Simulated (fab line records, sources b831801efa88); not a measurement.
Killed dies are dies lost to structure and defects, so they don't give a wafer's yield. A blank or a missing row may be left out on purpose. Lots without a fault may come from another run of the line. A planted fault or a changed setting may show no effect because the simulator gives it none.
A struck lot beside a sound one | flow sky130 | 19 steps out of a route of 708
Sound: wafers L890.2, L890.3, L890.4. Struck: wafers L907.4, L907.5, L907.6. The cause comes at the end.
At each step with rows: each side's tool, then ch and its chambers, then its first start. Under that, the readings that differ: sound wafers | struck wafers | difference of the means | sigmas: that difference in standard deviations of wafers without a fault.
alike: readings whose means differ by less than 2 such deviations, and words and numbers that are the same on both sides. not compared: withheld readings, readings that some wafer has no value for, bounds like >300 that may hide the same value, and numbers for which the record gives no deviation and whose values overlap.
The two part at a step that has a row with sigmas, a row that says differs or no value, or rows on one side only. Numbers that don't overlap but have no deviation are shown without sigmas and don't part them. A reading that every wafer of one side lacks parts them only if that side has two wafers or more.

first, 1 step without rows for these wafers: SKY_RES_XHIGH_IMPLANT_07.
SKY_RES_XHIGH_STRIP_08: strips in O2/N2.
  sound on plasma_asher-02 ch 0,1, day 27 23:40; struck on plasma_asher-03 ch 0,1, day 33 05:27
  alike: drypump_motor_current_A, oes_product_au, strip_time_to_endpoint_s
  not compared: rf_hours_counter_h
SKY_RES_XHIGH_TW_MEAS_09:
  sound on film_metro-04, day 27 23:46; struck on film_metro-01, day 33 05:32
  alike: RES_XHIGH_TW
then, 7 steps without rows for these wafers: SKY_SD_N_DEHYDRATE_00 (time 60 s); SKY_SD_N_HMDS_01 (prime time 60 s); SKY_SD_N_COAT_02 (resist thk 1140 nm); SKY_SD_N_SOFTBAKE_03 (time 60 s); SKY_SD_N_EXPOSE_04 (exposes mask NSDM, target cd 380 nm); SKY_SD_N_PEB_05; SKY_SD_N_DEVELOP_06 (develop time 60 s).
SKY_SD_N_CD_MEAS_07: target cd 380 nm.
  sound on cd_sem-02, day 29 03:17; struck on cd_sem-02, day 34 07:52
  alike: cd_nm
SKY_SD_N_OVL_MEAS_08:
  sound on overlay-01, day 29 03:23; struck on overlay-02, day 34 07:57
  alike: SD_N_OVL
SKY_SD_N_IMPLANT_09:
  sound on implanter-03 ch 0, day 29 03:26; struck on implanter-04 ch 0, day 34 08:02
  reading                          | sound                         | struck                     | difference | sigmas
  beam_on_s (s)                    | 19.2 18.7 18.5                | 10.0 9.9 10.1              | -8.8       | -7
  dose_ions_cm2                    | 3.999e+15 3.995e+15 4.009e+15 | 5.01e+14 4.92e+14 4.96e+14 | -3.50e+15  | -99 or more
  end_station_pressure_torr (Torr) | 1.46e-05 1.29e-05 1.26e-05    | 7e-06 7.1e-06 7.2e-06      | -6e-06     | -6
  faraday_current_uA               | 11431 11692 11811             | 2754 2784 2720             | -8892      | -11
then, 1 step without rows for these wafers: SKY_SD_N_IMPLANT_10.
SKY_SD_N_STRIP_11: strips in O2/N2.
  sound on plasma_asher-03 ch 0,1, day 29 03:43; struck on plasma_asher-02 ch 0,1, day 34 08:18
  reading                      | sound             | struck            | difference | sigmas
  oes_product_au (a.u.)        | 0.528 0.527 0.519 | 0.644 0.650 0.648 | +0.123     | +31
  strip_time_to_endpoint_s (s) | 22.50 22.51 22.53 | 16.21 16.19 16.22 | -6.31      | -99 or more
  alike: drypump_motor_current_A
  not compared: rf_hours_counter_h
SKY_SD_N_TW_MEAS_12:
  sound on film_metro-02, day 29 03:49; struck on film_metro-04, day 34 08:41
  reading | sound          | struck         | difference | sigmas
  SD_N_TW | 4072 4077 4084 | 3426 3434 3433 | -647       | -17
  not compared: hold
SKY_SD_N_RTA_14: time 2 s.
  sound on rtp_anneal-02 ch 0, day 29 03:56; struck on rtp_anneal-01 ch 0, day 34 10:31
  alike: lamp_power_pct, wafer_temp_C_max
SKY_SD_N_RS_MEAS_16: measures by four-point-probe.
  sound on film_metro-02, day 29 04:07; struck on film_metro-04, day 34 11:07
  reading          | sound             | struck               | difference | sigmas
  SD_N_RS (ohm/sq) | 68.29 68.47 68.25 | 161.65 160.78 159.28 | +92.23     | +99 or more
  not compared: hold
SKY_PAD_OPEN_PROBE_99:
  the record has rows for the sound wafers here (prober-02, day 46 14:10) and none for the struck ones

WHERE THEY PART
First at SKY_SD_N_IMPLANT_09; last, within this record, at SKY_PAD_OPEN_PROBE_99.

WHY: what the simulator had put in
Process parameter drift: implanter-04, from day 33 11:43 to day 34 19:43, at SKY_SD_N_IMPLANT_09. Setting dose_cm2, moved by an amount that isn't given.
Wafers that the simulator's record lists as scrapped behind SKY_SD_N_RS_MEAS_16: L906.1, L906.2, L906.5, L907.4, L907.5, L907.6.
